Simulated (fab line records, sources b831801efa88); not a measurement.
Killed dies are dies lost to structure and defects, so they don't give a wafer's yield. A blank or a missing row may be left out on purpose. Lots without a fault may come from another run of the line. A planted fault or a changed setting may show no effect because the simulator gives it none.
Chamber matching | flow gf180mcu | GF_V2_ETCH_16 on rie_diel-04: 4 sister chambers
The step etches BARC in N2/H2. 30 wafers are shown with their chamber, then 12 later ones without.

WAFERS WITH THEIR CHAMBER
wafer  | chamber | drypump_motor_current_A (A) | oes_product_au (a.u.) | throttle_valve_pct (%)
L078.1 | 2       | 4.9                         | 0.855                 | 13.222
L078.2 | 0       | 5.1                         | 0.850                 | 13.242
L078.3 | 3       | 4.7                         | 0.851                 | 13.232
L078.4 | 1       | 5.7                         | 0.847                 | 13.226
L078.5 | 1       | 5.7                         | 0.860                 | 13.224
L078.6 | 0       | 5.1                         | 0.855                 | 13.220
L081.1 | 2       | 4.9                         | 0.854                 | 13.213
L081.3 | 0       | 5.1                         | 0.859                 | 13.220
L081.5 | 3       | 4.8                         | 0.852                 | 13.248
L084.1 | 0       | 5.1                         | 0.862                 | 13.229
L084.2 | 1       | 5.7                         | 0.860                 | 13.217
L084.3 | 3       | 4.7                         | 0.855                 | 13.216
L084.4 | 1       | 5.7                         | 0.856                 | 13.214
L084.5 | 3       | 4.7                         | 0.849                 | 13.229
L084.6 | 0       | 5.1                         | 0.859                 | 13.231
L085.2 | 3       | 4.7                         | 0.864                 | 13.242
L085.3 | 0       | 5.1                         | 0.858                 | 13.219
L085.6 | 3       | 4.8                         | 0.857                 | 13.214
L088.3 | 0       | 5.1                         | 0.855                 | 13.232
L088.4 | 3       | 4.7                         | 0.853                 | 13.226
L088.6 | 1       | 5.7                         | 0.852                 | 13.231
L089.3 | 1       | 5.7                         | 0.855                 | 13.230
L089.5 | 1       | 5.7                         | 0.858                 | 13.217
L089.6 | 2       | 4.9                         | 0.848                 | 13.223
L092.3 | 3       | 4.7                         | 0.859                 | 13.215
L092.4 | 0       | 5.1                         | 0.850                 | 13.224
L092.6 | 2       | 4.9                         | 0.847                 | 13.230
L093.1 | 2       | 4.9                         | 0.854                 | 13.215
L093.4 | 0       | 5.1                         | 0.847                 | 13.225
L093.5 | 0       | 5.1                         | 0.856                 | 13.223

SIGNATURES (means of the wafers above)
reading                 | chamber 0 | chamber 1 | chamber 2 | chamber 3 | scatter within a chamber
drypump_motor_current_A | 5.100     | 5.700     | 4.900     | 4.725     | 0.024
oes_product_au          | 0.85510   | 0.85543   | 0.85160   | 0.85500   | 0.00464
throttle_valve_pct      | 13.22650  | 13.22271  | 13.22060  | 13.22775  | 0.00887
Rule: a wafer's distance from a chamber is the root of the sum, over the readings, of the square of ((its reading less the chamber's mean) divided by the reading's scatter). The wafer belongs to the nearest chamber; if the next one is less than 2 further off, it can't be placed. The scatter: the root of (the sum of the squares of (reading less its chamber's mean) over the shown wafers, divided by (wafers less chambers)).

WAFERS WITHOUT THEIR CHAMBER
wafer  | drypump_motor_current_A (A) | oes_product_au (a.u.) | throttle_valve_pct (%)
L094.1 | 5.1                         | 0.863                 | 13.230
L094.3 | 5.7                         | 0.856                 | 13.227
L094.6 | 5.1                         | 0.855                 | 13.216
L095.3 | 4.7                         | 0.855                 | 13.239
L095.5 | 5.1                         | 0.851                 | 13.223
L095.6 | 4.7                         | 0.856                 | 13.221
L096.1 | 5.1                         | 0.859                 | 13.224
L096.2 | 4.7                         | 0.862                 | 13.222
L096.3 | 4.9                         | 0.856                 | 13.216
L096.4 | 5.7                         | 0.854                 | 13.226
L096.5 | 4.7                         | 0.869                 | 13.227
L096.6 | 5.1                         | 0.852                 | 13.226

WHICH CHAMBER EACH WENT THROUGH
wafer  | from the rows above | in truth
L094.1 | 0                   | 0
L094.3 | 1                   | 1
L094.6 | 0                   | 0
L095.3 | 3                   | 3
L095.5 | 0                   | 0
L095.6 | 3                   | 3
L096.1 | 0                   | 0
L096.2 | 3                   | 3
L096.3 | 2                   | 2
L096.4 | 1                   | 1
L096.5 | 3                   | 3
L096.6 | 0                   | 0
Placed correctly: 12 of 12. Can't be placed from these rows: 0. Placed wrongly: 0.
